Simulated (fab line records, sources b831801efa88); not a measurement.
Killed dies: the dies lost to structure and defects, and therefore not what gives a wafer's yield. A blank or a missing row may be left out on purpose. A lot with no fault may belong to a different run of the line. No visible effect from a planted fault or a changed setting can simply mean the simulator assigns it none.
Matching of chambers || flow gf180mcu || cmp-02 running GF_CONTACT_CMP_04: 4 sister chambers
The step polishes SiO2. 8 wafers are shown with their chamber, then 12 later ones without.

WAFERS PAIRED WITH THEIR CHAMBERS
{"wafer": "L082.2", "chamber": 0, "motor_current_A (A)": 12.7, "time_to_endpoint_s (s)": 108}
{"wafer": "L084.3", "chamber": 3, "motor_current_A (A)": 11.3, "time_to_endpoint_s (s)": 105}
{"wafer": "L088.4", "chamber": 3, "motor_current_A (A)": 12.5, "time_to_endpoint_s (s)": 117}
{"wafer": "L089.1", "chamber": 1, "motor_current_A (A)": 11.4, "time_to_endpoint_s (s)": 110}
{"wafer": "L089.3", "chamber": 0, "motor_current_A (A)": 12.4, "time_to_endpoint_s (s)": 99}
{"wafer": "L090.2", "chamber": 1, "motor_current_A (A)": 11.1, "time_to_endpoint_s (s)": 104}
{"wafer": "L090.4", "chamber": 2, "motor_current_A (A)": 12.4, "time_to_endpoint_s (s)": 98}
{"wafer": "L090.6", "chamber": 2, "motor_current_A (A)": 12.4, "time_to_endpoint_s (s)": 101}

WAFERS MISSING THEIR CHAMBER
{"wafer": "L090.1", "motor_current_A (A)": 11.4, "time_to_endpoint_s (s)": 98}
{"wafer": "L090.3", "motor_current_A (A)": 11.7, "time_to_endpoint_s (s)": 99}
{"wafer": "L090.5", "motor_current_A (A)": 11.7, "time_to_endpoint_s (s)": 103}
{"wafer": "L093.4", "motor_current_A (A)": 11.7, "time_to_endpoint_s (s)": 105}
{"wafer": "L093.5", "motor_current_A (A)": 12.5, "time_to_endpoint_s (s)": 107}
{"wafer": "L093.6", "motor_current_A (A)": 11.9, "time_to_endpoint_s (s)": 110}
{"wafer": "L094.1", "motor_current_A (A)": 12.3, "time_to_endpoint_s (s)": 101}
{"wafer": "L094.5", "motor_current_A (A)": 11.7, "time_to_endpoint_s (s)": 105}
{"wafer": "L094.6", "motor_current_A (A)": 12.7, "time_to_endpoint_s (s)": 105}
{"wafer": "L096.2", "motor_current_A (A)": 11.3, "time_to_endpoint_s (s)": 103}
{"wafer": "L096.5", "motor_current_A (A)": 11.4, "time_to_endpoint_s (s)": 113}
{"wafer": "L096.6", "motor_current_A (A)": 11.9, "time_to_endpoint_s (s)": 107}

CHAMBER TAKEN BY EACH
{"wafer": "L090.1", "from the rows above": "can't be placed: 1 or 2 or 3 or 0", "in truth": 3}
{"wafer": "L090.3", "from the rows above": "can't be placed: 2 or 1 or 0 or 3", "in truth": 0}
{"wafer": "L090.5", "from the rows above": "can't be placed: 1 or 3 or 2 or 0", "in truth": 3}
{"wafer": "L093.4", "from the rows above": "can't be placed: 1 or 3 or 2 or 0", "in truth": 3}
{"wafer": "L093.5", "from the rows above": "can't be placed: 0 or 2 or 3", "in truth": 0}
{"wafer": "L093.6", "from the rows above": "can't be placed: 3 or 1 or 0 or 2", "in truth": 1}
{"wafer": "L094.1", "from the rows above": "can't be placed: 2 or 0 or 3", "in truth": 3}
{"wafer": "L094.5", "from the rows above": "can't be placed: 1 or 3 or 2 or 0", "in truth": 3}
{"wafer": "L094.6", "from the rows above": "can't be placed: 0 or 2 or 3", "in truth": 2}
{"wafer": "L096.2", "from the rows above": "can't be placed: 1 or 3 or 2", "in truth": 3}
{"wafer": "L096.5", "from the rows above": "can't be placed: 1 or 3 or 0", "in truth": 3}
{"wafer": "L096.6", "from the rows above": "can't be placed: 3 or 1 or 0 or 2", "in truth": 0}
Correct placement for 0 of the 12. Unplaceable from these rows: 12, with the true chamber sitting among the candidates in 12. 0 placed wrongly.
How it was worked out, from the rows above alone: a wafer's distance from a chamber is the root of the sum, over the readings, of the square of ((its reading less the chamber's mean) divided by the reading's scatter). The wafer belongs to the nearest chamber; if the next one is less than 2 further off, it can't be placed. The mean given for a chamber averages the wafers shown for that chamber. The scatter is the square root of a quotient: the sum, over the shown wafers, of each reading's squared deviation from its chamber's mean, divided by wafers minus chambers.
